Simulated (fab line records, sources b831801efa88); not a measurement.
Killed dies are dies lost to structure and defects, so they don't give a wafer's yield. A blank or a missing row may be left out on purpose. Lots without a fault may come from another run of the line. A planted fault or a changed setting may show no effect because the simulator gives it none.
Split-lot experiment | flow gf180mcu | 5 lots, 23 wafers read, on a route of 602 steps

THE SPLIT
At GF_M4_SPUTTER_04 (material TiN, target thk 50 nm, time 41.7 s), the setting power_w was moved away from the recipe's 6500 W on 9 of the 23 wafers read, by -8.1% to +8.6%. The other wafers ran this setting at the recipe's value.

The reading is taken at the split's own step.

THE READING
TiN_of_M4_SPUTTER_04.thk_nm (the simulator's own value, which no gauge read), in nm, at GF_M4_SPUTTER_04 (material TiN, target thk 50 nm, time 41.7 s). The file gives no usual value for it. The 14 wafers here that ran the recipe average 49.85 nm, standard deviation 0.33 nm.

wafer  | tool, chamber at the split | power_w as run, W | against the recipe | TiN_of_M4_SPUTTER_04.thk_nm, nm | against lot-mates on the recipe
L074.1 | pvd_sputter-02, -          | 6500              | recipe             | 49.91                           | -
L074.2 | pvd_sputter-02, -          | 6500              | recipe             | 49.73                           | -
L074.3 | pvd_sputter-02, -          | 7058              | +8.6%              | 54.78                           | +5.10
L074.4 | pvd_sputter-02, -          | 6500              | recipe             | 49.41                           | -
L074.5 | pvd_sputter-02, -          | 7058              | +8.6%              | 53.65                           | +3.97
L076.2 | pvd_sputter-02, -          | 6500              | recipe             | 49.96                           | -
L076.3 | pvd_sputter-02, -          | 6500              | recipe             | 49.71                           | -
L076.6 | pvd_sputter-02, -          | 6500              | recipe             | 50.11                           | -
L077.1 | pvd_sputter-03, -          | 5972              | -8.1%              | 45.44                           | -4.25
L077.3 | pvd_sputter-03, -          | 6500              | recipe             | 49.79                           | -
L077.4 | pvd_sputter-03, -          | 6500              | recipe             | 50.04                           | -
L077.5 | pvd_sputter-03, -          | 6500              | recipe             | 49.25                           | -
L077.6 | pvd_sputter-03, -          | 5972              | -8.1%              | 45.2                            | -4.49
L082.2 | pvd_sputter-03, -          | 6500              | recipe             | 50.26                           | -
L082.3 | pvd_sputter-03, -          | 6500              | recipe             | 50.03                           | -
L082.4 | pvd_sputter-03, -          | 5990              | -7.8%              | 46.58                           | -3.46
L082.5 | pvd_sputter-03, -          | 6500              | recipe             | 49.83                           | -
L082.6 | pvd_sputter-03, -          | 5990              | -7.8%              | 46.12                           | -3.92
L084.1 | pvd_sputter-02, -          | 6236              | -4.1%              | 47.76                           | -2.16
L084.2 | pvd_sputter-02, -          | 6236              | -4.1%              | 48.01                           | -1.91
L084.3 | pvd_sputter-02, -          | 6500              | recipe             | 50.49                           | -
L084.4 | pvd_sputter-02, -          | 6500              | recipe             | 49.35                           | -
L084.5 | pvd_sputter-02, -          | 6236              | -4.1%              | 48.05                           | -1.87

THE FIT
A straight line over all 23 wafers: TiN_of_M4_SPUTTER_04.thk_nm changes by +0.503 nm for each +1% of power_w; r = +0.99; the points scatter about the line by 0.39 nm.
The same after taking each lot's own level away (the mean of its wafers on the recipe; 23 wafers): +0.513 nm for each +1%; r = +0.99; scatter 0.34 nm.
On that fit, the largest move of power_w shifts the reading by 4.4 nm.
The lots' own levels span 49.683 to 50.040 nm, that is 1.1 times the standard deviation above.
So the lot-to-lot level changes the slope little: the two slopes agree.
Check: with one of the wafers moved furthest among these (+8.6%) left out of the fit, the line predicts +4.2 nm for it against its lot-mates. It came out at +5.1 nm against them.

OTHER SPLITS ON THESE WAFERS
These wafers also went through other splits before the reading. Each is held against what the fit with the lots' levels taken away leaves over:
other split on the same wafers  | wafers away from the commonest value | r with TiN_of_M4_SPUTTER_04.thk_nm (lot level and that fit taken away)
GF_V3_DEVELOP_13 develop_time_s | 9                                    | -0.08
GF_V3_SPUTTER_21 power_w        | 9                                    | +0.07

THE FILE'S OWN FIT
TiN_of_M4_SPUTTER_04.thk_nm changes by +0.512 nm for each +1% of power_w, r = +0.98.
